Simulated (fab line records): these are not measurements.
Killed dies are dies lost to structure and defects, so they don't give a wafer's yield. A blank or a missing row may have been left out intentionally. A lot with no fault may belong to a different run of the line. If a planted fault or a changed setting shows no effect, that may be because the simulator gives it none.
fab line records -- flow gf180mcu
record lots=14, wafers=41, lastDay=34
route steps=602 shown HV_LDD@210
lots that met no fault: taken from a fault-free run of the same line
startH: hours from the record's first day to the start of the lot's first wafer shown -- waitH: how many hours have passed since the lot's step before this one -- " same as the row above -- L1.1+2: several wafers, shown together as one row -- - no value, or no start was given -- * or withheld: withheld -- < > ~ a bound
route shown NAME@n: a module of which the file shows steps, and the number in the route of the first -- usual: average and standard deviation across the fault-free wafers -- same: alike in all rows -- chamber/n: place in a boat -- sites: each site's reading -- _std_site: how widely they spread, as a standard deviation -- _edge_site: the outer-site mean with the inner-site mean subtracted -- radiusMm: how far each site lies from the wafer's centre -- mask NAME#n: copy n -- behind: the last tool/chamber to shape the wafer -- hold: why the lot was held/for how many hours/how that ended -- device: transistor that didn't switch, given as n, p or np -- end of line: the tests these same wafers got at the end of their route -- for a step that has no rows: nothing shown but its recipe -- killed: dies that structure and defects cost at the first sort, which is not the same as the wafer's yield -- map: shows each die of a wafer: x if killed, . if not, _ if none is there
set.NAME: the setting the step ran with; set.NAME@STEP: the setting that earlier step ran with -- model.NAME: the simulator's own value behind a step, which no gauge read
a sample of lots followed through the steps of the route, with each step as a table and each wafer as a row
services: a tool's chamber out of use, with start hour (startH, from the record's first day; less than 0 if before it), hours out, and reason
## steps
# step GF_HV_LDD_IMPLANT_34
# recipe species=P, energyKev=60, doseCm2=7.5e+12, tiltDeg=30, rotationDeg=90
# same implantIonAmu=31
lot.wafer,tool,chamber,startH,waitH
L457.3+4+5,implanter-02,0,255.36,0.1
L460.1+2+6,implanter-04,0,275.81,0.1
L461.1+3+5,implanter-03,0,279.97,0.1
L462.3+4+5,implanter-02,0,291.82,0.1
L463.1+2+4,implanter-04,0,300.01,0.1
L465.3+4+5,implanter-03,0,319.86,0.1
L467.3+5+6,implanter-02,0,332.01,0.1
L468.1+2,implanter-04,0,336.96,0.1
L469.2+5+6,implanter-02,0,350.54,0.1
L472.3+4+6,implanter-04,0,374.07,0.1
L474.2+4+5,implanter-02,0,385.80,0.1
L476.1+4+6,implanter-03,0,404.46,0.1
L477.1+4+5,implanter-03,0,410.21,0.1
L480.1+4+5,implanter-02,0,440.76,0.1
# step GF_HV_LDD_RS_MEAS_53
# recipe thkMeasGauge=four-point-probe
# usual HV_LDD_RS=418.1/0.95
lot.wafer,tool,chamber,startH,waitH,HV_LDD_RS[ohm/sq]
L457.3,filmMetro-01,-,275.44,0.1,418.3
L457.4,filmMetro-01,-,275.44,0.1,418.2
L457.5,filmMetro-01,-,275.44,0.1,418.6
L460.1,filmMetro-03,-,295.90,0.1,418.8
L460.2,filmMetro-03,-,295.90,0.1,419.1
L460.6,filmMetro-03,-,295.90,0.1,418.9
L461.1,filmMetro-01,-,300.64,0.1,418.3
L461.3,filmMetro-01,-,300.64,0.1,418.8
L461.5,filmMetro-01,-,300.64,0.1,418.6
L462.3,filmMetro-04,-,312.33,0.1,417.2
L462.4,filmMetro-04,-,312.33,0.1,417.3
L462.5,filmMetro-04,-,312.33,0.1,418.0
L463.1,filmMetro-01,-,321.60,0.1,417.2
L463.2,filmMetro-01,-,321.60,0.1,416.8
L463.4,filmMetro-01,-,321.60,0.1,416.4
L465.3,filmMetro-03,-,342.28,0.1,417.9
L465.4,filmMetro-03,-,342.28,0.1,417.2
L465.5,filmMetro-03,-,342.28,0.1,419.1
L467.3,filmMetro-03,-,353.98,0.1,416.8
L467.5,filmMetro-03,-,353.98,0.1,418.0
L467.6,filmMetro-03,-,353.98,0.1,418.7
L468.1,filmMetro-04,-,359.85,0.1,417.3
L468.2,filmMetro-04,-,359.85,0.1,417.4
L469.2,filmMetro-03,-,374.16,0.1,417.0
L469.5,filmMetro-03,-,374.16,0.1,417.7
L469.6,filmMetro-03,-,374.16,0.1,416.5
L472.3,filmMetro-04,-,397.35,0.1,418.0
L472.4,filmMetro-04,-,397.35,0.1,418.0
L472.6,filmMetro-04,-,397.35,0.1,418.0
L474.2,filmMetro-01,-,409.54,0.1,419.1
L474.4,filmMetro-01,-,409.54,0.1,418.5
L474.5,filmMetro-01,-,409.54,0.1,417.9
L476.1,filmMetro-03,-,429.03,0.1,-
L476.4,filmMetro-03,-,429.03,0.1,-
L476.6,filmMetro-03,-,429.03,0.1,-
L477.1,filmMetro-01,-,434.50,0.1,-
L477.4,filmMetro-01,-,434.50,0.1,-
L477.5,filmMetro-01,-,434.50,0.1,-
L480.1,filmMetro-04,-,464.69,0.1,417.8
L480.4,filmMetro-04,-,464.69,0.1,416.3
L480.5,filmMetro-04,-,464.69,0.1,416.1
## services
tool,chamber,startH,hours,kind
implanter-03,-,235.88,1.2,repair
implanter-03,-,271.86,4.7,pm
implanter-03,-,280.85,0.5,repair
implanter-04,-,313.36,2.4,repair
implanter-04,-,342.45,0.6,repair
implanter-02,-,351.07,0.6,repair
implanter-02,-,396.61,3.2,pm
implanter-02,-,401.01,1.4,repair
implanter-03,-,437.76,3.0,repair
## key
firstSign step=GF_HV_LDD_RS_MEAS_53, reading=HV_LDD_RS, direction=missing
effect none on later readings
metAt GF_HV_LDD_IMPLANT_34
struckLots L476,L477
testerLeftOut L476,L477
onsetBetween 319.86 404.46
fault kind=processParameterDrift, tool=implanter-03, chamber=-, onsetH=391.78, steps=GF_HV_LDD_IMPLANT_34, channel=tiltDeg, offset=6.0537, spreadByWafer=0.3, shape=step, endH=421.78, actsIn=theseRecipesOnly, stated=30
# testerLeftOut: of these lots the tester's yield and bins aren't shown, on N5 and GAA mostly nor the transistor test; their killed dies are dies lost to structure and defects alone, not to doping, threshold or leakage, so they don't give the yield
